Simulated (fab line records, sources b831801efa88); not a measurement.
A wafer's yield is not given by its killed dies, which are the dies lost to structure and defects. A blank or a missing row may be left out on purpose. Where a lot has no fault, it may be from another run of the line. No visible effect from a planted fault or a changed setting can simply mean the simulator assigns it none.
fab line records	flow sky130
[record] lots = 5	wafers = 15	last_day = 50
route steps=708 shown DNWELL@41 PWDE@45 NWELL@56
lots untouched by any fault: they come from a run of this same line in which no faults occurred
start_h: start of the lot's first displayed wafer, in hours after the record's first day	wait_h: how many hours have passed since the lot's step before this one	" as in the row above	L1.1+2: one row covering several wafers at once	- no value present, or no start provided	* or withheld: withheld	< > ~ a bound
route shown NAME@n: names a module that has steps shown in the file, with the first one's number in the route	usual: mean and standard deviation over wafers with no fault	same: alike in all rows	chamber/n: place in a boat	sites: readings site by site	_std_site: standard deviation across them	_edge_site: outer sites' mean less inner sites'	radius_mm: for every site, how far away it sits from the centre of the wafer	mask NAME#n: copy n	behind: tool/chamber where the wafer was last shaped	hold: reason for holding the lot/hours on hold/outcome of the hold	device: names the non-switching transistor (n, p or np)	end of line: the route-end tests of the same wafers	a step given without rows: its recipe and nothing more	killed: not the wafer's yield, but the dies lost to structure and defects at the first sort	map: dies across one wafer; x = killed, . = not, _ = none there
set.NAME: setting as actually run; set.NAME@STEP: the setting as run at that earlier step	model.NAME: the simulator's own value behind a step, which no gauge read
certain route steps with their lots: each step a table, each wafer a row
services: when a tool's chamber went out of use (start_h, in hours from the record's first day, below 0 if earlier), for how many hours, and the reason
[[steps]]
[step SKY_DNWELL_DEVELOP_06]
[recipe] wall_angle_deg = 90	developer = TMAH	develop_time_s = 60	dev_temp_c = 23
lot.wafer	tool	chamber	start_h	wait_h
L074.2+3+5	litho_track-01	0	-	-
L075.2+4+6	litho_track-04	0	-	-
L076.3+5+6	litho_track-04	0	-	-
L084.3+5+6	litho_track-01	0	-	-
L097.2+3+5	litho_track-04	0	-	-
[step SKY_DNWELL_IMPLANT_07]
[recipe] species = P	energy_kev = withheld	dose_cm2 = withheld	tilt_deg = withheld
lot.wafer	tool	chamber	start_h	wait_h
L074.2+3+5	implanter-03	0	49.50	-
L075.2+4+6	implanter-03	0	54.81	-
L076.3+5+6	implanter-03	0	60.29	-
L084.3+5+6	implanter-04	0	113.03	-
L097.2+3+5	implanter-02	0	177.26	-
[step SKY_DNWELL_STRIP_08]
[recipe] chemistry = O2/N2	power_w = 1400	pressure_mtorr = 1500	platen_temp_c = withheld	o2_flow_sccm = 3000	n2_flow_sccm = 300	overash_fraction = 0.5
[usual] drypump_motor_current_A = 5.6/0.54	oes_product_au = 0.722/0.0044	strip_time_to_endpoint_s = 36.90/0.099
lot.wafer	tool	chamber	start_h	wait_h	drypump_motor_current_A	oes_product_au	rf_hours_counter_h	strip_time_to_endpoint_s
L074.2	plasma_asher-01	0	49.63	0.1	5.2	0.717	37	36.89
L074.3	"	1	"	"	5.5	0.722	-	36.81
L074.5	"	0	"	"	5.2	0.721	-	36.88
L075.2	plasma_asher-02	0	54.94	0.1	6.2	0.726	39	36.85
L075.4	"	0	"	"	6.3	0.720	-	36.84
L075.6	"	1	"	"	5.9	0.720	-	36.77
L076.3	plasma_asher-04	0	60.42	0.1	6.8	0.720	-	37.04
L076.5	"	0	"	"	6.8	0.725	-	37.06
L076.6	"	1	"	"	5.3	0.721	-	37.08
L084.3	plasma_asher-01	0	113.16	0.1	5.2	0.720	-	36.86
L084.5	"	1	"	"	5.4	0.717	-	36.80
L084.6	"	0	"	"	5.2	0.720	-	36.79
L097.2	plasma_asher-01	0	177.39	0.1	5.2	0.720	50	36.91
L097.3	"	0	"	"	5.2	0.723	-	36.83
L097.5	"	1	"	"	5.5	0.722	-	36.88
[step SKY_DNWELL_TW_MEAS_09]
[usual] DNWELL_TW = 1101/10
lot.wafer	tool	chamber	start_h	wait_h	DNWELL_TW
L074.2	film_metro-01	-	49.74	0.1	1096
L074.3	"	-	"	"	1101
L074.5	"	-	"	"	1090
L075.2	film_metro-01	-	55.05	0.1	1098
L075.4	"	-	"	"	1097
L075.6	"	-	"	"	1094
L076.3	film_metro-01	-	60.51	0.1	1104
L076.5	"	-	"	"	1105
L076.6	"	-	"	"	1096
L084.3	film_metro-01	-	113.25	0.1	1077
L084.5	"	-	"	"	1084
L084.6	"	-	"	"	1090
L097.2	film_metro-01	-	177.50	0.1	1094
L097.3	"	-	"	"	1093
L097.5	"	-	"	"	1096
[step SKY_PWDE_DEHYDRATE_00]
[recipe] temp_c = 200	time_s = 60
[usual] plate_temp_C = 200.01/0.16
[same] time_s = 60
lot.wafer	tool	chamber	start_h	wait_h	plate_temp_C
L074.2	litho_track-04	0	56.81	7.1	200.16
L074.3	"	0	"	"	199.98
L074.5	"	0	"	"	199.98
L075.2	litho_track-04	0	62.36	7.3	200.16
L075.4	"	0	"	"	200.06
L075.6	"	0	"	"	199.93
L076.3	litho_track-02	0	67.18	6.7	199.92
L076.5	"	0	"	"	200.03
L076.6	"	0	"	"	200.07
L084.3	litho_track-04	0	121.24	8.0	199.89
L084.5	"	0	"	"	200.00
L084.6	"	0	"	"	200.16
L097.2	litho_track-01	0	186.85	9.3	199.97
L097.3	"	0	"	"	199.90
L097.5	"	0	"	"	200.01
[step SKY_PWDE_HMDS_01]
[recipe] prime_time_s = 60	prime_temp_c = 120
lot.wafer	tool	chamber	start_h	wait_h
L074.2+3+5	litho_track-04	0	56.96	0.1
L075.2+4+6	litho_track-04	0	62.51	0.1
L076.3+5+6	litho_track-02	0	67.33	0.1
L084.3+5+6	litho_track-04	0	121.39	0.1
L097.2+3+5	litho_track-01	0	187.00	0.1
[step SKY_PWDE_COAT_02]
[recipe] spin_rpm = 2000	resist_thk_nm = 3000
lot.wafer	tool	chamber	start_h	wait_h
L074.2+3+5	litho_track-04	0	57.11	0.1
L075.2+4+6	litho_track-04	0	62.66	0.1
L076.3+5+6	litho_track-02	0	67.48	0.1
L084.3+5+6	litho_track-04	0	121.54	0.1
L097.2+3+5	litho_track-01	0	187.15	0.1
[step SKY_PWDE_SOFTBAKE_03]
[recipe] temp_c = 110	time_s = withheld
[usual] plate_temp_C = 110.00/0.14
lot.wafer	tool	chamber	start_h	wait_h	plate_temp_C
L074.2	litho_track-04	0	57.27	0.1	109.87
L074.3	"	0	"	"	109.82
L074.5	"	0	"	"	110.10
L075.2	litho_track-04	0	62.82	0.1	110.10
L075.4	"	0	"	"	110.12
L075.6	"	0	"	"	110.03
L076.3	litho_track-02	0	67.65	0.1	109.96
L076.5	"	0	"	"	110.17
L076.6	"	0	"	"	109.90
L084.3	litho_track-04	0	121.70	0.1	109.92
L084.5	"	0	"	"	109.91
L084.6	"	0	"	"	110.11
L097.2	litho_track-01	0	187.31	0.1	109.99
L097.3	"	0	"	"	110.04
L097.5	"	0	"	"	109.90
[step SKY_PWDE_EXPOSE_04]
[recipe] mask_id = PWDEM	na = 0.6	source_shape = conventional	sigma_outer = 0.6	polarization = unpolarized	target_cd_nm = 840	dose_mj = 214
[usual] exposure_dose_mJ_cm2 = 214.00/0.2
lot.wafer	tool	chamber	start_h	wait_h	mask	exposure_dose_mJ_cm2
L074.2	iline_stepper-02	0	-	-	PWDEM#0	214.00
L074.3	"	0	"	"	PWDEM#0	214.19
L074.5	"	0	"	"	PWDEM#0	214.00
L075.2	iline_stepper-01	0	-	-	PWDEM#0	214.65
L075.4	"	0	"	"	PWDEM#0	214.25
L075.6	"	0	"	"	PWDEM#0	214.36
L076.3	iline_stepper-02	0	-	-	PWDEM#0	213.66
L076.5	"	0	"	"	PWDEM#0	214.01
L076.6	"	0	"	"	PWDEM#0	214.06
L084.3	iline_stepper-02	0	-	-	PWDEM#0	214.13
L084.5	"	0	"	"	PWDEM#0	214.12
L084.6	"	0	"	"	PWDEM#0	213.99
L097.2	iline_stepper-02	0	-	-	PWDEM#0	214.07
L097.3	"	0	"	"	PWDEM#0	214.08
L097.5	"	0	"	"	PWDEM#0	214.08
[step SKY_PWDE_PEB_05]
[recipe] temp_c = 115	time_s = withheld
[usual] plate_temp_C = 115.01/0.15
lot.wafer	tool	chamber	start_h	wait_h	plate_temp_C
L074.2	litho_track-02	0	-	-	114.88
L074.3	"	0	"	"	115.03
L074.5	"	0	"	"	114.98
L075.2	litho_track-02	0	-	-	114.95
L075.4	"	0	"	"	114.66
L075.6	"	0	"	"	114.84
L076.3	litho_track-04	0	-	-	115.26
L076.5	"	0	"	"	114.85
L076.6	"	0	"	"	114.85
L084.3	litho_track-02	0	-	-	114.96
L084.5	"	0	"	"	114.97
L084.6	"	0	"	"	115.00
L097.2	litho_track-01	0	-	-	115.07
L097.3	"	0	"	"	114.86
L097.5	"	0	"	"	115.17
[step SKY_PWDE_DEVELOP_06]
[recipe] wall_angle_deg = 90	developer = TMAH	develop_time_s = 60	dev_temp_c = 23
lot.wafer	tool	chamber	start_h	wait_h
L074.2+3+5	litho_track-02	0	-	-
L075.2+4+6	litho_track-02	0	-	-
L076.3+5+6	litho_track-04	0	-	-
L084.3+5+6	litho_track-02	0	-	-
L097.2+3+5	litho_track-01	0	-	-
[step SKY_PWDE_OVL_MEAS_07]
[usual] PWDE_OVL = 0.9/1.3
lot.wafer	tool	chamber	start_h	wait_h	PWDE_OVL[nm]
L074.2	overlay-01	-	64.84	-	-0.4
L074.3	"	-	"	"	-1.2
L074.5	"	-	"	"	-1.0
L075.2	overlay-01	-	69.54	-	-1.4
L075.4	"	-	"	"	-0.8
L075.6	"	-	"	"	0.5
L076.3	overlay-01	-	74.25	-	-2.4
L076.5	"	-	"	"	-0.5
L076.6	"	-	"	"	-1.0
L084.3	overlay-02	-	131.99	-	1.1
L084.5	"	-	"	"	-0.8
L084.6	"	-	"	"	0.1
L097.2	overlay-02	-	198.78	-	1.6
L097.3	"	-	"	"	2.3
L097.5	"	-	"	"	0.1
[step SKY_PWDE_IMPLANT_08]
[recipe] species = B	energy_kev = 150	dose_cm2 = 3.6e+12	tilt_deg = withheld
lot.wafer	tool	chamber	start_h	wait_h
L074.2+3+5	implanter-04	0	64.89	0.0
L075.2+4+6	implanter-04	0	69.59	0.0
L076.3+5+6	implanter-01	0	74.32	0.1
L084.3+5+6	implanter-04	0	132.07	0.1
L097.2+3+5	implanter-02	0	198.84	0.0
[step SKY_PWDE_STRIP_09]
[recipe] chemistry = O2/N2	power_w = 1400	pressure_mtorr = 1500	platen_temp_c = withheld	o2_flow_sccm = 3000	n2_flow_sccm = 300	overash_fraction = 0.5
[usual] drypump_motor_current_A = 5.7/0.39	oes_product_au = 0.723/0.0044	strip_time_to_endpoint_s = 36.89/0.12
lot.wafer	tool	chamber	start_h	wait_h	drypump_motor_current_A	oes_product_au	rf_hours_counter_h	strip_time_to_endpoint_s
L074.2	plasma_asher-01	1	65.02	0.1	5.5	0.713	39	36.90
L074.3	"	0	"	"	5.2	0.733	-	36.90
L074.5	"	0	"	"	5.2	0.726	-	36.80
L075.2	plasma_asher-02	1	69.72	0.1	5.9	0.720	40	36.83
L075.4	"	1	"	"	5.8	0.713	-	36.96
L075.6	"	0	"	"	6.3	0.719	-	36.98
L076.3	plasma_asher-02	1	74.46	0.1	5.9	0.726	-	36.61
L076.5	"	0	"	"	6.3	0.727	-	36.70
L076.6	"	1	"	"	5.9	0.726	-	36.66
L084.3	plasma_asher-02	1	132.20	0.1	5.9	0.718	-	36.79
L084.5	"	1	"	"	5.9	0.725	-	36.75
L084.6	"	0	"	"	6.3	0.725	-	36.80
L097.2	plasma_asher-01	1	198.96	0.1	5.4	0.719	51	36.85
L097.3	"	1	"	"	5.5	0.719	-	36.91
L097.5	"	0	"	"	5.2	0.724	-	36.88
[step SKY_PWDE_TW_MEAS_10]
[usual] PWDE_TW = 369.0/2.9
lot.wafer	tool	chamber	start_h	wait_h	PWDE_TW
L074.2	film_metro-01	-	65.13	0.1	369.5
L074.3	"	-	"	"	368.3
L074.5	"	-	"	"	366.8
L075.2	film_metro-02	-	69.83	0.1	375.6
L075.4	"	-	"	"	375.5
L075.6	"	-	"	"	374.8
L076.3	film_metro-04	-	74.54	0.1	370.8
L076.5	"	-	"	"	371.2
L076.6	"	-	"	"	369.4
L084.3	film_metro-04	-	132.29	0.1	367.6
L084.5	"	-	"	"	369.1
L084.6	"	-	"	"	370.1
L097.2	film_metro-01	-	199.07	0.1	365.1
L097.3	"	-	"	"	366.9
L097.5	"	-	"	"	366.9
[step SKY_NWELL_DEHYDRATE_03]
[recipe] temp_c = 200	time_s = 60
[usual] plate_temp_C = 199.97/0.15
[same] time_s = 60
lot.wafer	tool	chamber	start_h	wait_h	plate_temp_C
L074.2	litho_track-02	0	70.76	5.6	200.06
L074.3	"	0	"	"	199.72
L074.5	"	0	"	"	199.98
L075.2	litho_track-02	0	75.76	5.9	200.03
L075.4	"	0	"	"	200.23
L075.6	"	0	"	"	200.07
L076.3	litho_track-02	0	81.13	6.6	199.83
L076.5	"	0	"	"	199.77
L076.6	"	0	"	"	199.83
L084.3	litho_track-03	0	141.07	8.8	199.77
L084.5	"	0	"	"	199.95
L084.6	"	0	"	"	199.91
L097.2	litho_track-02	0	210.06	11.0	200.13
L097.3	"	0	"	"	199.73
L097.5	"	0	"	"	199.93
[step SKY_NWELL_HMDS_04]
[recipe] prime_time_s = 60	prime_temp_c = 120
lot.wafer	tool	chamber	start_h	wait_h
L074.2+3+5	litho_track-02	0	70.91	0.1
L075.2+4+6	litho_track-02	0	75.91	0.1
L076.3+5+6	litho_track-02	0	81.28	0.1
L084.3+5+6	litho_track-03	0	141.22	0.1
L097.2+3+5	litho_track-02	0	210.21	0.1
[step SKY_NWELL_COAT_05]
[recipe] spin_rpm = 2000	resist_thk_nm = 3000
lot.wafer	tool	chamber	start_h	wait_h
L074.2+3+5	litho_track-02	0	71.06	0.1
L075.2+4+6	litho_track-02	0	76.06	0.1
L076.3+5+6	litho_track-02	0	81.43	0.1
L084.3+5+6	litho_track-03	0	141.37	0.1
L097.2+3+5	litho_track-02	0	210.36	0.1
[step SKY_NWELL_SOFTBAKE_06]
[recipe] temp_c = 110	time_s = withheld
[usual] plate_temp_C = 110.00/0.12
lot.wafer	tool	chamber	start_h	wait_h	plate_temp_C
L074.2	litho_track-02	0	71.21	0.1	109.86
L074.3	"	0	"	"	110.07
L074.5	"	0	"	"	109.93
L075.2	litho_track-02	0	76.21	0.1	109.90
L075.4	"	0	"	"	109.96
L075.6	"	0	"	"	109.95
L076.3	litho_track-02	0	81.60	0.1	109.87
L076.5	"	0	"	"	110.14
L076.6	"	0	"	"	109.75
L084.3	litho_track-03	0	141.54	0.1	110.07
L084.5	"	0	"	"	110.02
L084.6	"	0	"	"	110.13
L097.2	litho_track-02	0	210.51	0.1	110.16
L097.3	"	0	"	"	110.11
L097.5	"	0	"	"	110.13
[step SKY_NWELL_EXPOSE_07]
[recipe] mask_id = NWM	na = 0.6	source_shape = conventional	sigma_outer = 0.6	polarization = unpolarized	target_cd_nm = 840	dose_mj = 255
[usual] exposure_dose_mJ_cm2 = 255.00/0.25
lot.wafer	tool	chamber	start_h	wait_h	mask	exposure_dose_mJ_cm2
L074.2	iline_stepper-02	0	-	-	NWM#0	255.30
L074.3	"	0	"	"	NWM#0	255.58
L074.5	"	0	"	"	NWM#0	255.46
L075.2	iline_stepper-02	0	-	-	NWM#0	255.25
L075.4	"	0	"	"	NWM#0	255.08
L075.6	"	0	"	"	NWM#0	255.34
L076.3	iline_stepper-02	0	-	-	NWM#0	255.13
L076.5	"	0	"	"	NWM#0	254.95
L076.6	"	0	"	"	NWM#0	255.31
L084.3	iline_stepper-01	0	-	-	NWM#0	254.65
L084.5	"	0	"	"	NWM#0	254.78
L084.6	"	0	"	"	NWM#0	255.04
L097.2	iline_stepper-02	0	-	-	NWM#0	254.76
L097.3	"	0	"	"	NWM#0	255.32
L097.5	"	0	"	"	NWM#0	255.10
[step SKY_NWELL_PEB_08]
[recipe] temp_c = 115	time_s = withheld
[usual] plate_temp_C = 114.95/0.13
lot.wafer	tool	chamber	start_h	wait_h	plate_temp_C
L074.2	litho_track-04	0	-	-	114.94
L074.3	"	0	"	"	114.80
L074.5	"	0	"	"	115.02
L075.2	litho_track-02	0	-	-	114.90
L075.4	"	0	"	"	114.95
L075.6	"	0	"	"	114.78
L076.3	litho_track-03	0	-	-	115.06
L076.5	"	0	"	"	114.91
L076.6	"	0	"	"	114.96
L084.3	litho_track-04	0	-	-	115.01
L084.5	"	0	"	"	114.90
L084.6	"	0	"	"	115.03
L097.2	litho_track-04	0	-	-	115.06
L097.3	"	0	"	"	114.89
L097.5	"	0	"	"	115.14
[step SKY_NWELL_DEVELOP_09]
[recipe] wall_angle_deg = 90	developer = TMAH	develop_time_s = 60	dev_temp_c = 23
lot.wafer	tool	chamber	start_h	wait_h
L074.2+3+5	litho_track-04	0	-	-
L075.2+4+6	litho_track-02	0	-	-
L076.3+5+6	litho_track-03	0	-	-
L084.3+5+6	litho_track-04	0	-	-
L097.2+3+5	litho_track-04	0	-	-
[step SKY_NWELL_OVL_MEAS_10]
[usual] NWELL_00_OVL = -0.8/1.4
lot.wafer	tool	chamber	start_h	wait_h	NWELL_00_OVL[nm]
L074.2	overlay-01	-	78.09	-	-0.9
L074.3	"	-	"	"	-2.0
L074.5	"	-	"	"	-1.8
L075.2	overlay-02	-	85.44	-	-3.0
L075.4	"	-	"	"	-1.8
L075.6	"	-	"	"	-2.1
L076.3	overlay-02	-	91.08	-	-0.1
L076.5	"	-	"	"	0.2
L076.6	"	-	"	"	0.8
L084.3	overlay-02	-	150.95	-	-0.5
L084.5	"	-	"	"	1.2
L084.6	"	-	"	"	-0.7
L097.2	overlay-01	-	222.14	-	-0.2
L097.3	"	-	"	"	-1.3
L097.5	"	-	"	"	-1.4
[step SKY_NWELL_IMPLANT_11]
[recipe] species = P	energy_kev = 400	dose_cm2 = 1.9e+13	tilt_deg = withheld
lot.wafer	tool	chamber	start_h	wait_h
L074.2+3+5	implanter-01	0	78.15	0.0
L075.2+4+6	implanter-02	0	85.49	0.0
L076.3+5+6	implanter-01	0	91.16	0.1
L084.3+5+6	implanter-02	0	151.02	0.1
L097.2+3+5	implanter-02	0	222.22	0.1
[step SKY_NWELL_IMPLANT_12]
[recipe] species = P	energy_kev = 120	dose_cm2 = 1.3e+12	tilt_deg = withheld
lot.wafer	tool	chamber	start_h	wait_h
L074.2+3+5	implanter-01	0	78.30	0.1
L075.2+4+6	implanter-02	0	85.64	0.1
L076.3+5+6	implanter-01	0	91.31	0.1
L084.3+5+6	implanter-02	0	151.17	0.1
L097.2+3+5	implanter-02	0	222.52	0.2
[step SKY_NWELL_IMPLANT_13]
[recipe] species = P	energy_kev = 50	dose_cm2 = 7e+11	tilt_deg = withheld
lot.wafer	tool	chamber	start_h	wait_h
L074.2+3+5	implanter-01	0	78.45	0.1
L075.2+4+6	implanter-02	0	85.79	0.1
L076.3+5+6	implanter-01	0	91.46	0.1
L084.3+5+6	implanter-02	0	151.32	0.1
L097.2+3+5	implanter-02	0	222.82	0.2
[step SKY_NWELL_STRIP_14]
[recipe] chemistry = O2/N2	power_w = 1400	pressure_mtorr = 1500	platen_temp_c = withheld	o2_flow_sccm = 3000	n2_flow_sccm = 300	overash_fraction = 0.5
[usual] drypump_motor_current_A = 5.7/0.64	oes_product_au = 0.721/0.0041	strip_time_to_endpoint_s = 36.92/0.11
lot.wafer	tool	chamber	start_h	wait_h	drypump_motor_current_A	oes_product_au	rf_hours_counter_h	strip_time_to_endpoint_s
L074.2	plasma_asher-04	0	78.57	0.1	6.8	0.719	26	36.87
L074.3	"	1	"	"	5.3	0.720	-	36.94
L074.5	"	1	"	"	5.3	0.723	-	36.96
L075.2	plasma_asher-01	0	85.92	0.1	5.2	0.719	41	36.99
L075.4	"	0	"	"	5.2	0.720	-	36.89
L075.6	"	1	"	"	5.4	0.709	-	36.87
L076.3	plasma_asher-01	1	91.59	0.1	5.4	0.728	-	36.89
L076.5	"	1	"	"	5.4	0.718	-	36.81
L076.6	"	0	"	"	5.2	0.716	-	36.84
L084.3	plasma_asher-01	0	151.46	0.1	5.2	0.719	-	36.76
L084.5	"	0	"	"	5.2	0.716	-	36.87
L084.6	"	1	"	"	5.4	0.716	-	36.87
L097.2	plasma_asher-01	0	223.07	0.2	5.2	0.717	54	36.83
L097.3	"	0	"	"	5.2	0.726	-	36.81
L097.5	"	1	"	"	5.5	0.721	-	37.01
[step SKY_NWELL_TW_MEAS_15]
[usual] NWELL_TW = 1799/13
lot.wafer	tool	chamber	start_h	wait_h	NWELL_TW
L074.2	film_metro-02	-	78.68	0.1	1817
L074.3	"	-	"	"	1816
L074.5	"	-	"	"	1815
L075.2	film_metro-02	-	86.03	0.1	1819
L075.4	"	-	"	"	1816
L075.6	"	-	"	"	1817
L076.3	film_metro-04	-	91.68	0.1	1797
L076.5	"	-	"	"	1806
L076.6	"	-	"	"	1790
L084.3	film_metro-04	-	151.54	0.1	1797
L084.5	"	-	"	"	1789
L084.6	"	-	"	"	1786
L097.2	film_metro-02	-	223.18	0.1	1809
L097.3	"	-	"	"	1817
L097.5	"	-	"	"	1816
[step SKY_NWELL_DEHYDRATE_16]
[recipe] temp_c = 200	time_s = 60
[usual] plate_temp_C = 200.01/0.17
[same] time_s = 60
lot.wafer	tool	chamber	start_h	wait_h	plate_temp_C
L074.2	litho_track-02	0	87.56	8.9	199.73
L074.3	"	0	"	"	199.98
L074.5	"	0	"	"	199.66
L075.2	litho_track-03	0	94.20	8.2	200.16
L075.4	"	0	"	"	199.84
L075.6	"	0	"	"	200.15
L076.3	litho_track-04	0	99.29	7.6	199.74
L076.5	"	0	"	"	199.92
L076.6	"	0	"	"	199.84
L084.3	litho_track-02	0	161.38	9.8	200.16
L084.5	"	0	"	"	200.28
L084.6	"	0	"	"	200.17
L097.2	litho_track-03	0	233.85	10.7	200.14
L097.3	"	0	"	"	200.23
L097.5	"	0	"	"	200.24
[step SKY_NWELL_HMDS_17]
[recipe] prime_time_s = 60	prime_temp_c = 120
lot.wafer	tool	chamber	start_h	wait_h
L074.2+3+5	litho_track-02	0	87.71	0.1
L075.2+4+6	litho_track-03	0	94.35	0.1
L076.3+5+6	litho_track-04	0	99.44	0.1
L084.3+5+6	litho_track-02	0	161.53	0.1
L097.2+3+5	litho_track-03	0	234.00	0.1
[step SKY_NWELL_COAT_18]
[recipe] spin_rpm = 2000	resist_thk_nm = 3000
lot.wafer	tool	chamber	start_h	wait_h
L074.2+3+5	litho_track-02	0	87.86	0.1
L075.2+4+6	litho_track-03	0	94.50	0.1
L076.3+5+6	litho_track-04	0	99.59	0.1
L084.3+5+6	litho_track-02	0	161.68	0.1
L097.2+3+5	litho_track-03	0	234.15	0.1
[step SKY_NWELL_SOFTBAKE_19]
[recipe] temp_c = 110	time_s = withheld
[usual] plate_temp_C = 110.03/0.14
lot.wafer	tool	chamber	start_h	wait_h	plate_temp_C
L074.2	litho_track-02	0	88.01	0.1	110.34
L074.3	"	0	"	"	110.00
L074.5	"	0	"	"	110.11
L075.2	litho_track-03	0	94.65	0.1	110.18
L075.4	"	0	"	"	110.28
L075.6	"	0	"	"	110.32
L076.3	litho_track-04	0	99.75	0.1	109.92
L076.5	"	0	"	"	110.01
L076.6	"	0	"	"	109.77
L084.3	litho_track-02	0	161.85	0.1	109.93
L084.5	"	0	"	"	110.20
L084.6	"	0	"	"	110.27
L097.2	litho_track-03	0	234.30	0.1	109.97
L097.3	"	0	"	"	109.86
L097.5	"	0	"	"	109.78
[[services]]
tool	chamber	start_h	hours	kind
implanter-04	-	25.51	3.0	repair
litho_track-04	-	26.09	-	consumable_replace:filter
implanter-02	-	28.55	3.9	pm
implanter-02	-	34.94	3.1	repair
implanter-02	-	50.63	4.4	pm
implanter-01	-	53.65	6.5	pm
implanter-02	-	66.49	4.9	repair
plasma_asher-04	-	69.01	2.2	repair
iline_stepper-02	0	72.27	-	calibration
litho_track-01	-	83.61	-	consumable_replace:filter
implanter-03	-	88.95	2.8	pm
plasma_asher-02	-	108.75	9.0	pm
plasma_asher-02	0	108.75	9.0	vent_cycle
litho_track-01	-	111.23	-	consumable_replace:filter
iline_stepper-01	-	157.06	1.7	pm
iline_stepper-02	-	166.13	4.4	pm
plasma_asher-01	-	174.19	0.6	repair
plasma_asher-01	-	181.33	2.8	repair
implanter-01	-	201.98	3.2	repair
iline_stepper-02	-	202.24	2.1	pm
iline_stepper-02	-	204.32	-	consumable_replace:lamp
iline_stepper-02	-	204.32	1.7	pm
iline_stepper-01	-	209.56	0.8	repair
implanter-02	-	223.18	4.6	repair
[[key]]
fault none
